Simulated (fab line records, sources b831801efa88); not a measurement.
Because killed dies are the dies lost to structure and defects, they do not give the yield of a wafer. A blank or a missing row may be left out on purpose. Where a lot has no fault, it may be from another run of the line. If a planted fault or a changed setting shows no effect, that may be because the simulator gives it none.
Which tool did it? / flow gf180mcu / 39 wafers from 13 lots sampled at 5 of the route's 602 steps

## WHAT THE GAUGES SHOWED, per wafer
GF_HV_LDD_CD_MEAS_07 targets a cd of 400 nm. Usual: cd_nm at 400.0 nm, with a standard deviation of 1.8.
lot=L772; measured=day 9 21:17; on=cd_sem-01; cd_nm (nm)=402.3 403.1 402.6; flag=
lot=L773; measured=day 10 05:21; on=cd_sem-02; cd_nm (nm)=400.3 399.6 401.0; flag=
lot=L774; measured=day 10 15:38; on=cd_sem-01; cd_nm (nm)=398.5 399.4 401.2; flag=
lot=L775; measured=day 10 19:56; on=cd_sem-01; cd_nm (nm)=398.3 400.8 401.0; flag=
lot=L776; measured=day 11 07:01; on=cd_sem-01; cd_nm (nm)=400.1 398.4 398.6; flag=
lot=L777; measured=day 11 12:06; on=cd_sem-01; cd_nm (nm)=397.1 396.5 397.0; flag=
lot=L778; measured=day 11 21:50; on=cd_sem-01; cd_nm (nm)=400.4 401.3 400.4; flag=
lot=L779; measured=day 12 05:58; on=cd_sem-02; cd_nm (nm)=401.5 402.2 400.8; flag=
lot=L786; measured=day 14 10:50; on=cd_sem-01; cd_nm (nm)=398.6 399.5 399.6; flag=
lot=L790; measured=day 15 13:28; on=cd_sem-02; cd_nm (nm)=400.3 399.0 398.8; flag=
lot=L791; measured=day 15 21:46; on=cd_sem-02; cd_nm (nm)=396.5 396.9 398.5; flag=
lot=L793; measured=day 16 16:55; on=cd_sem-01; cd_nm (nm)=398.6 398.1 399.6; flag=
lot=L795; measured=day 17 02:08; on=cd_sem-02; cd_nm (nm)=398.0 398.9 399.0; flag=

GF_HV_LDD_OVL_MEAS_08. Usual: HV_LDD_OVL typically reads 0.1 nm, with standard deviation 1.4.
lot=L772; measured=day 9 21:24; on=overlay-02; HV_LDD_OVL (nm)=2.1 2.2 1.3; flag=
lot=L773; measured=day 10 05:28; on=overlay-01; HV_LDD_OVL (nm)=-0.2 0.5 0.9; flag=
lot=L774; measured=day 10 15:45; on=overlay-02; HV_LDD_OVL (nm)=0.3 -0.6 -0.5; flag=
lot=L775; measured=day 10 20:03; on=overlay-01; HV_LDD_OVL (nm)=2.6 2.6 1.6; flag=
lot=L776; measured=day 11 07:08; on=overlay-02; HV_LDD_OVL (nm)=2.3 2.0 2.2; flag=
lot=L777; measured=day 11 12:12; on=overlay-02; HV_LDD_OVL (nm)=0.2 -0.6 -0.5; flag=
lot=L778; measured=day 11 21:57; on=overlay-01; HV_LDD_OVL (nm)=0.3 -0.2 -0.7; flag=
lot=L779; measured=day 12 06:04; on=overlay-02; HV_LDD_OVL (nm)=0.4 -0.4 2.4; flag=
lot=L786; measured=day 14 10:57; on=overlay-01; HV_LDD_OVL (nm)=-0.3 1.6 1.0; flag=
lot=L790; measured=day 15 13:35; on=overlay-01; HV_LDD_OVL (nm)=1.0 -0.1 1.1; flag=
lot=L791; measured=day 15 21:52; on=overlay-02; HV_LDD_OVL (nm)=-0.6 -2.6 -1.4; flag=
lot=L793; measured=day 16 17:02; on=overlay-01; HV_LDD_OVL (nm)=0.3 0.3 -0.4; flag=
lot=L795; measured=day 17 02:15; on=overlay-01; HV_LDD_OVL (nm)=0.3 0.1 1.0; flag=

GF_HV_LDD_THK_MEAS_55. Usual: HV_LDD_CVD_54_THK typically reads 10.05 nm, with standard deviation 0.15.
lot=L772; measured=day 12 07:28; on=film_metro-03; HV_LDD_CVD_54_THK (nm)=10.04 10.03 10.02; flag=
lot=L773; measured=day 12 15:18; on=film_metro-04; HV_LDD_CVD_54_THK (nm)=10.19 10.19 10.11; flag=
lot=L774; measured=day 13 03:31; on=film_metro-03; HV_LDD_CVD_54_THK (nm)=10.06 10.24 10.10; flag=
lot=L775; measured=day 13 08:48; on=film_metro-03; HV_LDD_CVD_54_THK (nm)=10.17 10.38 10.19; flag=
lot=L776; measured=day 13 19:33; on=film_metro-02; HV_LDD_CVD_54_THK (nm)=9.93 9.94 9.86; flag=
lot=L777; measured=day 14 01:46; on=film_metro-02; HV_LDD_CVD_54_THK (nm)=9.76 10.00 9.88; flag=
lot=L778; measured=day 14 12:15; on=film_metro-03; HV_LDD_CVD_54_THK (nm)=10.15 9.80 10.14; flag=
lot=L779; measured=day 14 23:07; on=film_metro-03; HV_LDD_CVD_54_THK (nm)=9.99 10.02 10.10; flag=
lot=L786; measured=day 17 06:36; on=film_metro-02; HV_LDD_CVD_54_THK (nm)=4.49 4.39 4.34; flag=OFF
lot=L790; measured=day 18 13:16; on=film_metro-04; HV_LDD_CVD_54_THK (nm)=9.89 9.84 9.89; flag=
lot=L791; measured=day 18 22:02; on=film_metro-02; HV_LDD_CVD_54_THK (nm)=9.91 10.00 10.02; flag=
lot=L793; measured=day 19 19:13; on=film_metro-02; HV_LDD_CVD_54_THK (nm)=10.31 10.20 10.18; flag=
lot=L795; measured=day 20 04:12; on=film_metro-03; HV_LDD_CVD_54_THK (nm)=9.97 10.00 10.03; flag=

GF_SAB_CD_MEAS_09 targets a cd of 420 nm. Usual: cd_nm at 418.9 nm, with a standard deviation of 2.1.
lot=L772; measured=day 14 23:28; on=cd_sem-01; cd_nm (nm)=419.2 417.8 417.1; flag=
lot=L773; measured=day 15 06:40; on=cd_sem-01; cd_nm (nm)=421.8 423.2 421.8; flag=
lot=L774; measured=day 15 21:28; on=cd_sem-01; cd_nm (nm)=418.8 417.4 418.0; flag=
lot=L775; measured=day 16 02:12; on=cd_sem-01; cd_nm (nm)=422.5 420.3 421.5; flag=
lot=L776; measured=day 16 14:16; on=cd_sem-01; cd_nm (nm)=418.2 419.0 418.0; flag=
lot=L777; measured=day 16 21:38; on=cd_sem-01; cd_nm (nm)=420.4 419.4 422.0; flag=
lot=L778; measured=day 17 09:25; on=cd_sem-01; cd_nm (nm)=415.4 415.0 417.9; flag=
lot=L779; measured=day 17 22:01; on=cd_sem-02; cd_nm (nm)=419.1 417.3 419.2; flag=
lot=L786; measured=day 20 08:34; on=cd_sem-02; cd_nm (nm)=420.5 422.6 422.5; flag=
lot=L790; measured=day 21 15:23; on=cd_sem-02; cd_nm (nm)=414.2 415.6 414.7; flag=
lot=L791; measured=day 22 01:19; on=cd_sem-01; cd_nm (nm)=423.3 423.3 423.9; flag=
lot=L793; measured=day 22 20:22; on=cd_sem-02; cd_nm (nm)=416.5 417.2 420.1; flag=
lot=L795; measured=day 23 05:01; on=cd_sem-02; cd_nm (nm)=418.7 421.3 420.2; flag=

## WHAT TOOL EACH LOT RAN ON (gives the tool, then ch and the chambers of the sampled wafers, and finally the start)
lot=L772; GF_HV_LDD_CVD_54=lpcvd-01 ch 1, day 12 06:27
lot=L773; GF_HV_LDD_CVD_54=lpcvd-02 ch 0, day 12 14:17
lot=L774; GF_HV_LDD_CVD_54=lpcvd-01 ch 0, day 13 01:59
lot=L775; GF_HV_LDD_CVD_54=lpcvd-01 ch 0, day 13 07:47
lot=L776; GF_HV_LDD_CVD_54=lpcvd-01 ch 1, day 13 18:32
lot=L777; GF_HV_LDD_CVD_54=lpcvd-02 ch 0, day 14 00:44
lot=L778; GF_HV_LDD_CVD_54=lpcvd-02 ch 1, day 14 11:14
lot=L779; GF_HV_LDD_CVD_54=lpcvd-01 ch 1, day 14 21:34
lot=L786; GF_HV_LDD_CVD_54=lpcvd-02 ch 0, day 17 05:35
lot=L790; GF_HV_LDD_CVD_54=lpcvd-01 ch 0, day 18 11:44
lot=L791; GF_HV_LDD_CVD_54=lpcvd-01 ch 0, day 18 20:29
lot=L793; GF_HV_LDD_CVD_54=lpcvd-01 ch 1, day 19 18:12
lot=L795; GF_HV_LDD_CVD_54=lpcvd-01 ch 0, day 20 03:11
- GF_HV_LDD_CVD_54: deposits SiO2 from TEOS, target thk 10 nm, time 75 s.

## AS READ BY THE TOOLS THEMSELVES (means over the sampled wafers that have a number; for cases with no such wafer, the mark the record gives instead)
GF_HV_LDD_CVD_54. Usual: zone_power_bottom_pct at 16.8 %, with a standard deviation of 1.6.
lot=L772; tool=lpcvd-01; zone_power_bottom_pct (%)=17.5; flag=
lot=L773; tool=lpcvd-02; zone_power_bottom_pct (%)=15.4; flag=
lot=L774; tool=lpcvd-01; zone_power_bottom_pct (%)=19.7; flag=
lot=L775; tool=lpcvd-01; zone_power_bottom_pct (%)=19.5; flag=
lot=L776; tool=lpcvd-01; zone_power_bottom_pct (%)=17.4; flag=
lot=L777; tool=lpcvd-02; zone_power_bottom_pct (%)=15.5; flag=
lot=L778; tool=lpcvd-02; zone_power_bottom_pct (%)=15.2; flag=
lot=L779; tool=lpcvd-01; zone_power_bottom_pct (%)=17.5; flag=
lot=L786; tool=lpcvd-02; zone_power_bottom_pct (%)=15.6; flag=
lot=L790; tool=lpcvd-01; zone_power_bottom_pct (%)=19.5; flag=
lot=L791; tool=lpcvd-01; zone_power_bottom_pct (%)=19.5; flag=
lot=L793; tool=lpcvd-01; zone_power_bottom_pct (%)=17.5; flag=
lot=L795; tool=lpcvd-01; zone_power_bottom_pct (%)=19.7; flag=

## THE ANSWER, worked out from the rows above alone
Rule: a lot counts as off when the mean over its wafers that have a number is more than 3 standard deviations away from the usual mean. Also off: a lot with no number at a reading for which 4 or more lots have one. The other lots that the step has rows for count as sound. After the gauges, taken in route order, come the tools' own readings; for these a lot's mean is taken, as printed above. The first step at which some lot is off is used, and at that step the reading that is off furthest; a lot without a number counts as furthest.
Off: L786, at GF_HV_LDD_THK_MEAS_55 (HV_LDD_CVD_54_THK).
If a tool, at a process step before that reading, ran all the lots that are off and no sound lot after the first of them, it fits. Those tools and the gauges at GF_HV_LDD_THK_MEAS_55 are tried in the same way. One fits: GF_HV_LDD_CVD_54 on lpcvd-02. A fault onset in the window from L778 (day 14 11:14, its last sound lot) to L786 (day 17 05:35, its first lot off) fits.

## WHAT THE SIMULATOR PUT IN
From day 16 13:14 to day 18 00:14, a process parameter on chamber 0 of lpcvd-02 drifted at GF_HV_LDD_CVD_54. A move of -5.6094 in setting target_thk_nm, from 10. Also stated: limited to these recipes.
Struck lots among those shown: L786. The rule given above showed the same thing.
